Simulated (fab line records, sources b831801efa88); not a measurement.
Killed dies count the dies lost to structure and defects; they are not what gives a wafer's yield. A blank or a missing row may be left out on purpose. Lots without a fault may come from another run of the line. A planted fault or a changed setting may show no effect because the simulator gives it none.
Matching of chambers :: flow gf180mcu :: GF_V4_ETCH_16 on rieDiel-03: 4 sister chambers
The step etches BARC in N2/H2. 8 wafers are shown with their chamber, then 9 later ones without.

WAFERS WITH THEIR CHAMBER
wafer: L080.4
chamber: 2
drypumpMotorCurrentA (A): 5.6
oesProductAu (a.u.): 0.855

wafer: L080.5
chamber: 3
drypumpMotorCurrentA (A): 5.5
oesProductAu (a.u.): 0.858

wafer: L084.2
chamber: 1
drypumpMotorCurrentA (A): 5.8
oesProductAu (a.u.): 0.861

wafer: L084.5
chamber: 0
drypumpMotorCurrentA (A): 5.9
oesProductAu (a.u.): 0.850

wafer: L084.6
chamber: 1
drypumpMotorCurrentA (A): 5.8
oesProductAu (a.u.): 0.859

wafer: L086.2
chamber: 2
drypumpMotorCurrentA (A): 5.6
oesProductAu (a.u.): 0.858

wafer: L086.3
chamber: 3
drypumpMotorCurrentA (A): 5.5
oesProductAu (a.u.): 0.852

wafer: L086.4
chamber: 0
drypumpMotorCurrentA (A): 6.0
oesProductAu (a.u.): 0.850

WAFERS MISSING THEIR CHAMBER
wafer: L090.1
drypumpMotorCurrentA (A): 5.5
oesProductAu (a.u.): 0.854

wafer: L090.2
drypumpMotorCurrentA (A): 5.9
oesProductAu (a.u.): 0.854

wafer: L090.3
drypumpMotorCurrentA (A): 5.8
oesProductAu (a.u.): 0.849

wafer: L094.1
drypumpMotorCurrentA (A): 5.6
oesProductAu (a.u.): 0.851

wafer: L094.2
drypumpMotorCurrentA (A): 5.8
oesProductAu (a.u.): 0.863

wafer: L094.3
drypumpMotorCurrentA (A): 5.5
oesProductAu (a.u.): 0.862

wafer: L095.1
drypumpMotorCurrentA (A): 5.6
oesProductAu (a.u.): 0.855

wafer: L095.2
drypumpMotorCurrentA (A): 5.5
oesProductAu (a.u.): 0.855

wafer: L095.6
drypumpMotorCurrentA (A): 5.6
oesProductAu (a.u.): 0.854

WHICH CHAMBER EACH ONE RAN IN
wafer: L090.1
from the rows above: 3
in truth: 3

wafer: L090.2
from the rows above: can't be placed: 0 or 1
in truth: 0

wafer: L090.3
from the rows above: can't be placed: 0 or 1
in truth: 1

wafer: L094.1
from the rows above: can't be placed: 2 or 3
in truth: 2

wafer: L094.2
from the rows above: 1
in truth: 1

wafer: L094.3
from the rows above: can't be placed: 3 or 2
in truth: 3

wafer: L095.1
from the rows above: 2
in truth: 2

wafer: L095.2
from the rows above: 3
in truth: 3

wafer: L095.6
from the rows above: can't be placed: 2 or 3
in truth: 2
4 of 9 placed correctly. These rows do not allow placing 5 (true chamber among the candidates in 5). Placed wrongly: 0.
How it was worked out, from the rows above alone: a wafer's distance from a chamber is the root of the sum, over the readings, of the square of ((its reading less the chamber's mean) divided by the reading's scatter). If the next closest chamber is less than 2 further off than the closest, the wafer can't be placed; otherwise it belongs to the closest. The mean given for a chamber averages the wafers shown for that chamber. The scatter is the square root of a quotient: the sum, over the shown wafers, of each reading's squared deviation from its chamber's mean, divided by wafers minus chambers.
